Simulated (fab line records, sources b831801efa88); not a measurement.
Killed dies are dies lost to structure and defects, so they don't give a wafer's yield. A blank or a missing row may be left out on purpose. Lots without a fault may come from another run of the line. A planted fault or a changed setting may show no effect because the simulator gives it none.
fab line records | flow sky130
record lots=11 wafers=33 last_day=48
route steps=708 shown SPACER@304 SD_P@328 LI_CONTACT@375 PAD_OPEN@708
lots that met no fault: from a run of the same line without faults
start_h: hours from the record's first day to the start of the lot's first wafer shown | wait_h: hours since the lot's step before | " the same as in the row above | L1.1+2: a row that stands for several wafers | - no value, or no start given | * or withheld: withheld | < > ~ a bound
route shown NAME@n: a module of which the file shows steps, and the number in the route of the first | usual: mean/standard deviation of fault-free wafers | same: alike in all rows | chamber/n: place in a boat | sites: the reading at each site | _std_site: their standard deviation | _edge_site: outer sites' mean less inner sites' | radius_mm: how far each site lies from the wafer's centre | mask NAME#n: copy n | behind: the tool/chamber that last shaped the wafer | hold: why the lot was held/for how many hours/how that ended | device: the transistor (n, p or np) that didn't switch | end of line: the same wafers' tests at the end of the route | a step without rows: its recipe alone | killed: dies lost to structure and defects at the first sort, not the wafer's yield | map: a wafer's dies, x killed, . not, _ none there
set.NAME: the setting as run; set.NAME@STEP: as run at that earlier step | model.NAME: the simulator's own value behind a step, which no gauge read
steps of the route over a sample of lots; a table a step, a row a wafer
services: from which hour (start_h, from the record's first day; less than 0 if before it) a tool's chamber was out of use, for how many hours, and why
## steps
# step SKY_SPACER_CVD_00
# recipe material=Si3N4 precursor=DCS/NH3 target_thk_nm=43.1 temp_c=770 time_s=740 pressure_mtorr=250
# usual spike_tc_lower_C=770.6/1.1 spike_tc_top_C=787.1/1.1
# columns lot.wafer tool chamber start_h wait_h spike_tc_lower_C spike_tc_top_C
L699.1 lpcvd-02 1 536.84 0.0 770.1 785.4
L699.2 " 1 " " 771.2 788.3
L699.3 " 1 " " 770.7 788.2
L700.1 lpcvd-02 1 538.05 0.5 769.6 788.0
L700.4 " 1 " " 772.0 786.6
L700.5 " 1 " " 769.1 786.7
L701.4 lpcvd-02 1 545.29 1.2 771.3 788.4
L701.5 " 1 " " 770.4 788.9
L701.6 " 1 " " 772.2 787.7
L702.1 lpcvd-02 0 562.85 0.0 769.3 786.3
L702.4 " 0 " " 769.7 787.5
L702.5 " 0 " " 770.0 785.7
L703.3 lpcvd-02 1 567.62 1.2 770.2 786.1
L703.5 " 1 " " 771.9 787.0
L703.6 " 1 " " 769.7 786.5
L704.1 lpcvd-02 1 577.57 0.2 771.9 789.1
L704.3 " 1 " " 772.7 788.7
L704.4 " 1 " " 772.2 788.1
L705.1 lpcvd-02 0 587.79 0.0 769.1 787.9
L705.2 " 0 " " 770.3 786.2
L705.4 " 0 " " 769.2 786.6
L709.2 lpcvd-02 0 623.61 1.0 768.9 786.9
L709.3 " 0 " " 769.3 786.9
L709.4 " 0 " " 769.7 786.6
L711.1 lpcvd-02 1 637.48 1.0 771.8 787.3
L711.3 " 1 " " 771.8 786.6
L711.6 " 1 " " 770.9 787.2
L712.1 lpcvd-02 1 646.34 0.5 771.0 787.4
L712.4 " 1 " " 770.7 788.4
L712.5 " 1 " " 770.2 786.6
L713.2 lpcvd-02 1 652.22 2.1 770.9 785.7
L713.4 " 1 " " 772.8 787.5
L713.6 " 1 " " 771.4 788.0
# step SKY_SPACER_THK_MEAS_01
# recipe reads=Si3N4_of_SPACER_CVD_00
# usual SPACER_CVD_00_THK=43.3/0.39
# columns lot.wafer tool chamber start_h wait_h SPACER_CVD_00_THK[nm]
L699.1 film_metro-04 - 538.05 0.0 43.8
L699.2 " - " " 44.0
L699.3 " - " " 44.0
L700.1 film_metro-02 - 539.26 0.0 42.8
L700.4 " - " " 42.7
L700.5 " - " " 43.0
L701.4 film_metro-02 - 546.53 0.0 43.2
L701.5 " - " " 43.6
L701.6 " - " " 43.0
L702.1 film_metro-04 - 564.05 0.0 43.9
L702.4 " - " " 43.4
L702.5 " - " " 43.2
L703.3 film_metro-02 - 568.85 0.0 43.1
L703.5 " - " " 42.7
L703.6 " - " " 42.7
L704.1 film_metro-02 - 578.78 0.0 43.1
L704.3 " - " " 43.3
L704.4 " - " " 43.3
L705.1 film_metro-02 - 589.00 0.0 43.3
L705.2 " - " " 42.9
L705.4 " - " " 43.0
L709.2 film_metro-04 - 624.83 0.0 43.1
L709.3 " - " " 43.5
L709.4 " - " " 43.3
L711.1 film_metro-03 - 638.69 0.0 34.5
L711.3 " - " " 34.6
L711.6 " - " " 34.5
L712.1 film_metro-04 - 647.55 0.0 34.4
L712.4 " - " " 34.6
L712.5 " - " " 34.7
L713.2 film_metro-02 - 653.43 0.0 34.7
L713.4 " - " " 34.4
L713.6 " - " " 34.3
# step SKY_SPACER_ETCHBACK_02
# recipe chemistry=CH3F/O2 target=Si3N4 stop_on=SiO2 source_w=400 bias_w=80 pressure_mtorr=25 ch3f_flow_sccm=40 O2_flow_sccm=30 time_s=46.7 target_depth_a=450
# usual drypump_motor_current_A=5.6/0.38 oes_product_au=0.858/0.0064 throttle_valve_pct=10.562/0.0095
# columns lot.wafer tool chamber start_h wait_h drypump_motor_current_A oes_product_au rf_hours_counter_h throttle_valve_pct
L699.1 rie_diel-02 2 538.11 0.1 6.1 0.869 45 10.557
L699.2 " 0 " " 6.2 0.856 6 10.545
L699.3 " 1 " " 5.2 0.866 0 10.551
L700.1 rie_diel-03 0 539.32 0.1 5.8 0.852 2 10.558
L700.4 " 3 " " 5.3 0.845 8 10.550
L700.5 " 0 " " 5.8 0.855 - 10.559
L701.4 rie_diel-03 2 546.56 0.0 5.3 0.852 5 10.553
L701.5 " 3 " " 5.3 0.859 - 10.571
L701.6 " 0 " " 5.8 0.861 - 10.549
L702.1 rie_diel-01 2 564.11 0.1 6.2 0.872 26 10.552
L702.4 " 0 " " 4.9 0.866 - 10.553
L702.5 " 1 " " 5.5 0.854 - 10.580
L703.3 rie_diel-02 3 568.89 0.0 5.7 0.851 9 10.577
L703.5 " 3 " " 5.6 0.855 - 10.563
L703.6 " 0 " " 6.2 0.848 - 10.571
L704.1 rie_diel-02 0 578.84 0.1 6.2 0.860 6 10.554
L704.3 " 3 " " 5.6 0.850 9 10.560
L704.4 " 1 " " 5.2 0.856 1 10.566
L705.1 rie_diel-03 0 589.06 0.1 5.8 0.862 3 10.559
L705.2 " 3 " " 5.3 0.856 9 10.578
L705.4 " 2 " " 5.3 0.859 5 10.566
L709.2 rie_diel-01 3 624.88 0.0 5.5 0.850 3 10.560
L709.3 " 0 " " 4.9 0.866 21 10.561
L709.4 " 2 " " 6.1 0.860 28 10.569
L711.1 rie_diel-03 3 638.75 0.1 5.3 0.764 10 10.528
L711.3 " 0 " " 5.8 0.753 4 10.550
L711.6 " 0 " " 5.7 0.762 - 10.556
L712.1 rie_diel-03 3 647.61 0.1 5.3 0.760 10 10.549
L712.4 " 1 " " 5.5 0.760 33 10.535
L712.5 " 1 " " 5.5 0.763 - 10.547
L713.2 rie_diel-03 2 653.48 0.0 5.4 0.764 6 10.552
L713.4 " 1 " " 5.6 0.764 33 10.549
L713.6 " 3 " " 5.3 0.763 - 10.557
# step SKY_SD_P_OVL_MEAS_08
# usual SD_P_OVL=0.3/1.5
# columns lot.wafer tool chamber start_h wait_h SD_P_OVL[nm]
L699.1 overlay-01 - 597.54 0.1 0.6
L699.2 " - " " 1.8
L699.3 " - " " 2.4
L700.1 overlay-01 - 599.07 0.1 4.0
L700.4 " - " " 0.5
L700.5 " - " " 1.4
L701.4 overlay-02 - 605.39 0.1 0.0
L701.5 " - " " -0.3
L701.6 " - " " -0.3
L702.1 overlay-02 - 622.49 0.1 -0.4
L702.4 " - " " -2.2
L702.5 " - " " -0.3
L703.3 overlay-01 - 627.18 0.1 -0.3
L703.5 " - " " -0.7
L703.6 " - " " -3.0
L704.1 overlay-01 - 636.07 0.1 1.9
L704.3 " - " " -0.9
L704.4 " - " " -0.6
L705.1 overlay-02 - 646.42 0.1 1.2
L705.2 " - " " -0.9
L705.4 " - " " -1.3
L709.2 overlay-01 - 681.93 0.1 1.3
L709.3 " - " " -1.7
L709.4 " - " " 0.5
L711.1 overlay-01 - 694.94 0.1 -0.1
L711.3 " - " " 0.0
L711.6 " - " " 1.5
L712.1 overlay-02 - 704.19 0.1 -1.0
L712.4 " - " " -1.3
L712.5 " - " " -1.6
L713.2 overlay-01 - 710.45 0.1 0.8
L713.4 " - " " 0.3
L713.6 " - " " 2.5
# step SKY_LI_CONTACT_OVL_MEAS_13
# usual LI_CONTACT_OVL=-1/4.2
# columns lot.wafer tool chamber start_h wait_h LI_CONTACT_OVL[nm]
L699.1 overlay-01 - 682.82 0.1 -1
L699.2 " - " " -4
L699.3 " - " " -2
L700.1 overlay-02 - 687.27 0.1 -1
L700.4 " - " " 0
L700.5 " - " " 6
L701.4 overlay-01 - 692.34 0.1 -2
L701.5 " - " " 0
L701.6 " - " " 1
L702.1 overlay-02 - 708.23 0.1 2
L702.4 " - " " -4
L702.5 " - " " 4
L703.3 overlay-02 - 712.48 0.1 -1
L703.5 " - " " -7
L703.6 " - " " 4
L704.1 overlay-01 - 721.57 0.1 -3
L704.3 " - " " 7
L704.4 " - " " 2
L705.1 overlay-02 - 732.27 0.1 2
L705.2 " - " " 1
L705.4 " - " " -2
L709.2 overlay-01 - 767.82 0.1 1
L709.3 " - " " 3
L709.4 " - " " 3
L711.1 overlay-01 - 778.37 0.1 -6
L711.3 " - " " 0
L711.6 " - " " 0
L712.1 overlay-02 - 788.92 0.1 -3
L712.4 " - " " -5
L712.5 " - " " -2
L713.2 overlay-02 - 792.83 0.1 -2
L713.4 " - " " -3
L713.6 " - " " -2
# step SKY_LI_CONTACT_CVD_21
# recipe material=W target_thk_nm=400 time_s=120.56 temp_c=400 pressure_torr=40
# usual heater_power_w=809/66
# columns lot.wafer tool chamber start_h wait_h heater_power_w
L699.1 cvd_w-02 0 683.41 0.0 774
L699.2 " 1 " " 770
L699.3 " 0 " " 784
L700.1 cvd_w-01 1 687.86 0.0 742
L700.4 " 1 " " 733
L700.5 " 1 " " 742
L701.4 cvd_w-01 0 692.96 0.1 893
L701.5 " 1 " " 733
L701.6 " 0 " " 891
L702.1 cvd_w-01 1 708.82 0.0 728
L702.4 " 0 " " 904
L702.5 " 1 " " 728
L703.3 cvd_w-01 1 713.11 0.1 734
L703.5 " 0 " " 900
L703.6 " 1 " " 746
L704.1 cvd_w-01 1 722.16 0.0 724
L704.3 " 1 " " 745
L704.4 " 0 " " 878
L705.1 cvd_w-02 0 732.86 0.0 799
L705.2 " 1 " " 766
L705.4 " 0 " " 799
L709.2 cvd_w-01 1 768.41 0.0 736
L709.3 " 1 " " 744
L709.4 " 0 " " 893
L711.1 cvd_w-02 0 779.00 0.0 781
L711.3 " 1 " " 754
L711.6 " 1 " " 783
L712.1 cvd_w-01 1 789.53 0.0 738
L712.4 " 0 " " 900
L712.5 " 1 " " 754
L713.2 cvd_w-01 0 793.44 0.0 895
L713.4 " 1 " " 764
L713.6 " 0 " " 902
# step SKY_PAD_OPEN_PROBE_99
# usual killed_at_M0_to_M3=41/6.2 killed_at_M4_up=3.0/1.7 killed_at_contacts=25/5.8 killed_at_front_end=16/4.5 killed_at_other=0.2/0.42 killed_dies=85/8.4 killed_open=46/5.9 killed_short=39/6.3
# same gross_dies=492 killed_at_back_side=0
# columns lot.wafer tool chamber start_h wait_h killed_at_M0_to_M3 killed_at_M4_up killed_at_contacts killed_at_front_end killed_at_other killed_dies killed_open killed_short
L713.2 prober-02 - 1161.86 0.1 50 2 26 18 0 96 50 43
# killed by level:class
L713.2 VIA1:geometric_particle:open=15 VIA3:geometric_particle:open=10 CONTACT:geometric_particle:open=9 LI_CONTACT:geometric_particle:open=7 VIA2:geometric_particle:open=5 CONTACT:geometric_particle:short=5 METAL1:geometric_particle:short=5 METAL2:geometric_particle:short=5
## services
# columns tool chamber start_h hours kind
cvd_w-01 - 519.54 2.7 repair
rie_diel-02 2 530.49 5.6 repair
rie_diel-02 - 532.92 4.7 repair
rie_diel-03 1 548.24 1.5 repair
rie_diel-03 2 570.05 13.1 repair
rie_diel-02 - 584.93 14.6 pm
rie_diel-03 - 589.35 2.8 pm
rie_diel-03 2 594.76 2.5 repair
lpcvd-02 - 603.25 0.4 repair
cvd_w-01 - 603.26 1.9 repair
rie_diel-03 1 632.57 12.1 repair
rie_diel-02 1 654.79 8.2 repair
rie_diel-02 0 672.54 9.5 repair
rie_diel-03 0 679.88 3.5 repair
cvd_w-01 1 680.64 3.5 repair
cvd_w-02 - 684.37 1.3 repair
cvd_w-02 1 686.37 4.6 repair
rie_diel-03 - 716.70 0.5 repair
cvd_w-02 0 736.83 2.1 repair
rie_diel-02 2 754.80 20.3 repair
rie_diel-03 1 758.62 6.2 repair
rie_diel-03 2 759.77 9.1 repair
cvd_w-01 0 777.86 6.8 repair
rie_diel-03 - 785.62 1.9 repair
## key
first_sign step=SKY_SPACER_THK_MEAS_01 reading=SPACER_CVD_00_THK direction=down sigmas=22 usual=43.3 struck=34.5
effect step=SKY_SPACER_ETCHBACK_02 reading=oes_product_au direction=down sigmas=15 usual=0.858 struck=0.761
met_at SKY_SPACER_CVD_00
struck_lots L711,L712,L713
tester_left_out L711,L712,L713
not_acting_at SKY_SD_P_OVL_MEAS_08,SKY_LI_CONTACT_OVL_MEAS_13,SKY_LI_CONTACT_CVD_21
onset_between 623.61 637.48
also_fits time
fault kind=site_profile_drift tool=lpcvd-02 chamber=- onset_h=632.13 steps=SKY_SPACER_CVD_00 basis=fraction max_abs_drift=0.47352 slope_share_per_hr=105.23 site_pattern=0,0,0,0,0,-1,-1,-1,-1
# tester_left_out: of these lots the tester's yield and bins aren't shown, on N5 and GAA mostly nor the transistor test; their killed dies are dies lost to structure and defects alone, not to doping, threshold or leakage, so they don't give the yield
